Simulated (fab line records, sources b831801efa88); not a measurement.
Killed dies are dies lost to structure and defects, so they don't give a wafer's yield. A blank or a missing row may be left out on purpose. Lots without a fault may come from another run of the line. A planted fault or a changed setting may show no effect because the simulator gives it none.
Chamber matching | flow gf180mcu | GF_V3_CMP_26 on cmp-02: 4 sister chambers
The step polishes, stops on SiO2, t overpolish 15 s, target thk 0 nm. 14 wafers are shown with their chamber, then 6 later ones without.

WAFERS WITH THEIR CHAMBER
wafer  | chamber | motor_current_A (A) | time_to_endpoint_s (s) | edge_zone_pressure_frac
L254.2 | 0       | 10.3                | 85                     | 0.998
L254.3 | 1       | 10.1                | 91                     | 1.005
L254.6 | 0       | 10.1                | 85                     | 0.993
L257.1 | 2       | 13.1                | 88                     | 0.996
L257.4 | 3       | 10.5                | 86                     | 0.994
L260.3 | 3       | 10.6                | 84                     | 0.996
L260.5 | 3       | 11.3                | 87                     | 1.002
L260.6 | 2       | 12.8                | 89                     | 0.990
L264.3 | 3       | 10.9                | 85                     | 1.007
L264.4 | 2       | 12.8                | 86                     | 0.994
L264.6 | 0       | 10.5                | 84                     | 1.002
L266.2 | 0       | 10.0                | 87                     | 1.006
L266.4 | 3       | 10.6                | 83                     | 1.005
L266.5 | 3       | 10.6                | 84                     | 1.001

SIGNATURES (means of the wafers above)
reading                 | chamber 0 | chamber 1 | chamber 2 | chamber 3 | scatter within a chamber
motor_current_A         | 10.225    | 10.100    | 12.900    | 10.750    | 0.257
time_to_endpoint_s      | 85.25     | 91.00     | 87.67     | 84.83     | 1.42
edge_zone_pressure_frac | 0.99975   | 1.00500   | 0.99333   | 1.00083   | 0.00488
Rule: a wafer's distance from a chamber is the root of the sum, over the readings, of the square of ((its reading less the chamber's mean) divided by the reading's scatter). The wafer belongs to the nearest chamber; if the next one is less than 2 further off, it can't be placed. The scatter: the root of (the sum of the squares of (reading less its chamber's mean) over the shown wafers, divided by (wafers less chambers)).

WAFERS WITHOUT THEIR CHAMBER
wafer  | motor_current_A (A) | time_to_endpoint_s (s) | edge_zone_pressure_frac
L267.4 | 10.7                | 83                     | 0.999
L267.5 | 10.4                | 81                     | 1.007
L267.6 | 13.5                | 84                     | 1.003
L269.1 | 10.7                | 87                     | 0.996
L269.4 | 10.5                | 84                     | 0.998
L269.5 | 10.3                | 85                     | 1.006

WHICH CHAMBER EACH WENT THROUGH
wafer  | from the rows above     | in truth
L267.4 | can't be placed: 3 or 0 | 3
L267.5 | can't be placed: 3 or 0 | 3
L267.6 | 2                       | 2
L269.1 | can't be placed: 3 or 0 | 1
L269.4 | can't be placed: 3 or 0 | 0
L269.5 | can't be placed: 0 or 3 | 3
Placed correctly: 1 of 6. Can't be placed from these rows: 5 (the true chamber is among the candidates in 4). Placed wrongly: 0.
